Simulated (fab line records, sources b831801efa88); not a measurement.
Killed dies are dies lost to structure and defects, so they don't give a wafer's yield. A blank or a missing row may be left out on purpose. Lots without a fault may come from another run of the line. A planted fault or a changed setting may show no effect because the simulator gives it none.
A struck lot beside a sound one | flow sky130 | 44 steps out of a route of 708
Sound: wafers L489.3, L489.4, L489.6. Struck: wafers L504.2, L504.4, L504.6. The cause comes at the end.
At each step with rows: each side's tool, then ch and its chambers, then its first start. Under that, the readings that differ: sound wafers | struck wafers | difference of the means | sigmas: that difference in standard deviations of wafers without a fault.
alike: readings whose means differ by less than 2 such deviations, and words and numbers that are the same on both sides. not compared: withheld readings, readings that some wafer has no value for, bounds like >300 that may hide the same value, and numbers for which the record gives no deviation and whose values overlap.
The two part at a step that has a row with sigmas, a row that says differs or no value, or rows on one side only. Numbers that don't overlap but have no deviation are shown without sigmas and don't part them. A reading that every wafer of one side lacks parts them only if that side has two wafers or more.

SKY_FIELD_ISO_STRIP_16: strips in O2/N2.
  sound on plasma_asher-01 ch 0,1, day 2 10:25; struck on plasma_asher-03 ch 0, day 5 18:59
  alike: drypump_motor_current_A, oes_product_au, strip_time_to_endpoint_s
  not compared: rf_hours_counter_h
SKY_FIELD_ISO_ETCH_17: etches Si in HBr/Cl2/O2, target depth 342 nm, time 97.7 s.
  sound on rie_si-01 ch 2,3, day 2 10:29; struck on rie_si-01 ch 0,1, day 5 19:05
  reading                | sound                | struck               | difference | sigmas
  throttle_valve_pct (%) | 25.656 25.671 25.672 | 25.639 25.636 25.650 | -0.025     | -2
  alike: drypump_motor_current_A, oes_product_au, run_length_s
  not compared: rf_hours_counter_h
then, 5 steps without rows for these wafers: SKY_FIELD_ISO_WET_ETCH_18 (etches Si3N4 in H3PO4, target depth 25 nm, time 286 s); SKY_FIELD_ISO_CLEAN_19 (cleans in SC1/SC2, time 150 s); SKY_FIELD_ISO_CLEAN_20 (cleans in dHF, time 20 s); SKY_FIELD_ISO_WET_ETCH_21 (etches SiO2 in dHF, target depth 20 nm, time 400 s); SKY_FIELD_ISO_OXIDATION_22 (stabilise 600 s, purge 300 s, target thk 10 nm).
SKY_FIELD_ISO_THK_MEAS_23:
  sound on film_metro-01, day 2 13:06; struck on film_metro-03, day 6 00:11
  alike: FIELD_ISO_OXIDATION_01_THK
then, 1 step without rows for these wafers: SKY_FIELD_ISO_CVD_24 (deposits SiO2, target thk 595 nm, time 99.2 s).
SKY_FIELD_ISO_THK_MEAS_25:
  sound on film_metro-03, day 2 13:14; struck on film_metro-02, day 6 00:19
  alike: FIELD_ISO_CVD_24_THK
then, 1 step without rows for these wafers: SKY_FIELD_ISO_ANNEAL_26 (time 1800 s).
SKY_FIELD_ISO_CMP_27: polishes, stops on Si3N4, t overpolish 16 s, target thk 457.8 nm.
  sound on cmp-02 ch 1,3, day 2 15:16; struck on cmp-02 ch 1,3, day 6 05:46
  alike: motor_current_A, overpolish_run_s, time_to_endpoint_s
SKY_FIELD_ISO_WET_ETCH_28: etches SiO2 in dHF, target depth 23.7 nm, time 47 s.
  sound on wet_bench-02 ch 0, day 2 15:31; struck on wet_bench-02 ch 0, day 6 06:04
  reading                                    | sound             | struck            | difference | sigmas
  run_length_s (s)                           | 74.7 74.7 74.7    | 44.8 44.8 44.8    | -29.9      | -10
  model.SiO2_of_FIELD_ISO_CVD_24.thk_nm (nm) | 435.4 434.6 436.3 | 448.6 449.5 449.3 | +13.7      |
  alike: bath_heat_duty_pct, temp_c
then, 4 steps without rows for these wafers: SKY_FIELD_ISO_WET_ETCH_29 (etches Si3N4 in H3PO4, target depth 160 nm, time 1825 s); SKY_FIELD_ISO_WET_ETCH_30 (etches SiO2 in dHF, target depth 25 nm, time 50 s); SKY_NWELL_CLEAN_00 (cleans in SC1/SC2, time 150 s); SKY_NWELL_OXIDATION_01 (stabilise 600 s, purge 300 s, target thk 10 nm).
SKY_NWELL_THK_MEAS_02:
  sound on film_metro-03, day 2 18:52; struck on film_metro-04, day 6 15:23
  reading                  | sound            | struck            | difference | sigmas
  NWELL_OXIDATION_THK (nm) | 10.01 9.84 10.02 | 10.36 10.48 10.37 | +0.45      | +2
then, 8 steps without rows for these wafers: SKY_DNWELL_DEHYDRATE_00 (time 60 s); SKY_DNWELL_HMDS_01 (prime time 60 s); SKY_DNWELL_COAT_02 (resist thk 3000 nm); SKY_DNWELL_SOFTBAKE_03; SKY_DNWELL_EXPOSE_04 (exposes mask DNM, target cd 3000 nm); SKY_DNWELL_PEB_05; SKY_DNWELL_DEVELOP_06 (develop time 60 s); SKY_DNWELL_IMPLANT_07.
SKY_DNWELL_STRIP_08: strips in O2/N2.
  sound on plasma_asher-04 ch 0,1, day 3 10:38; struck on plasma_asher-02 ch 0, day 7 08:24
  alike: drypump_motor_current_A, oes_product_au, strip_time_to_endpoint_s
  not compared: rf_hours_counter_h
SKY_DNWELL_TW_MEAS_09:
  sound on film_metro-04, day 3 10:43; struck on film_metro-04, day 7 08:31
  alike: DNWELL_TW
then, 7 steps without rows for these wafers: SKY_PWDE_DEHYDRATE_00 (time 60 s); SKY_PWDE_HMDS_01 (prime time 60 s); SKY_PWDE_COAT_02 (resist thk 3000 nm); SKY_PWDE_SOFTBAKE_03; SKY_PWDE_EXPOSE_04 (exposes mask PWDEM, target cd 840 nm); SKY_PWDE_PEB_05; SKY_PWDE_DEVELOP_06 (develop time 60 s).
SKY_PWDE_OVL_MEAS_07:
  sound on overlay-01, day 4 03:04; struck on overlay-02, day 8 02:34
  alike: PWDE_OVL
then, 1 step without rows for these wafers: SKY_PWDE_IMPLANT_08.
SKY_PWDE_STRIP_09: strips in O2/N2.
  sound on plasma_asher-02 ch 0,1, day 4 03:16; struck on plasma_asher-01 ch 0, day 8 02:44
  reading                      | sound             | struck            | difference | sigmas
  drypump_motor_current_A (A)  | 5.9 5.8 5.8       | 6.7 6.7 6.7       | +0.9       | +2
  strip_time_to_endpoint_s (s) | 36.91 36.87 36.90 | 37.20 37.25 37.27 | +0.35      | +3
  alike: oes_product_au
  not compared: rf_hours_counter_h
SKY_PWDE_TW_MEAS_10:
  sound on film_metro-03, day 4 03:21; struck on film_metro-03, day 8 02:51
  alike: PWDE_TW
then, 3 steps without rows for these wafers: SKY_NWELL_DEHYDRATE_03 (time 60 s); SKY_NWELL_HMDS_04 (prime time 60 s); SKY_NWELL_COAT_05 (resist thk 3000 nm).
-- the record jumps here: 26 days lie between the struck wafers' starts before and after (it left off in module NWELL and takes up again in module SALICIDE, whose first step shown is number 361 of the route) --
SKY_SALICIDE_CLEAN_00: cleans in HF-last, time 30 s.
  sound on wet_bench-01 ch 0, day 27 21:30; struck on wet_bench-03 ch 1, day 33 23:23
  reading                                    | sound             | struck          | difference | sigmas
  model.SiO2_of_FIELD_ISO_CVD_24.thk_nm (nm) | 360.5 359.8 361.3 | 373.5 374.5 374 | +13.5      |
-- the record jumps here: 16 days lie between the struck wafers' starts before and after (it left off in module SALICIDE and takes up again in module PAD_OPEN, whose first step shown is number 708 of the route) --
SKY_PAD_OPEN_PROBE_99:
  sound on prober-01, day 45 17:38; struck on prober-01, day 49 21:01
  reading                                 | sound                         | struck                        | difference | sigmas
  model.etest.res_p_drift_20v.line_ohm_um | 1.238e+04 1.203e+04 1.2e+04   | 1.3e+04 1.3e+04 1.32e+04      | +9.3e+02   |
  model.etest.res_p_drift_20v.rs_ohm_sq   | 1.027e+04 9945 9985           | 1.097e+04 1.08e+04 1.083e+04  | +8.000e+02 |
  model.etest.pfet_16v.r_on_ohm_um        | 1.548e+04 1.516e+04 1.538e+04 | 1.611e+04 1.602e+04 1.603e+04 | +7.133e+02 |
  model.etest.res_iso_pwell.rs_ohm_sq     | 3162 3046 3069                | 3601 3532 3574                | +477       |
  model.etest.res_iso_pwell.line_ohm_um   | 1205 1152 1161                | 1357 1338 1353                | +177       |
  model.etest.res_nwell.rs_ohm_sq         | 986.6 970.3 969.2             | 1050 1041 1049                | +71        |
  model.etest.cap_poly_to_well.c_af_um2   | 90.94 90.37 93.05             | 86.19 87.37 87.84             | -4.32      |
  alike: killed_at_M0_to_M3, killed_at_M4_up, killed_at_contacts, killed_at_front_end, killed_at_other, killed_dies, killed_open, killed_short
  not compared: model.etest.cap_li_to_poly.c_af_um2

WHERE THEY PART
First at SKY_FIELD_ISO_ETCH_17; last, within this record, at SKY_PWDE_STRIP_09. Later steps at which nothing parts them and some readings are alike: SKY_PWDE_TW_MEAS_10, SKY_PAD_OPEN_PROBE_99.

WHY: what the simulator had put in
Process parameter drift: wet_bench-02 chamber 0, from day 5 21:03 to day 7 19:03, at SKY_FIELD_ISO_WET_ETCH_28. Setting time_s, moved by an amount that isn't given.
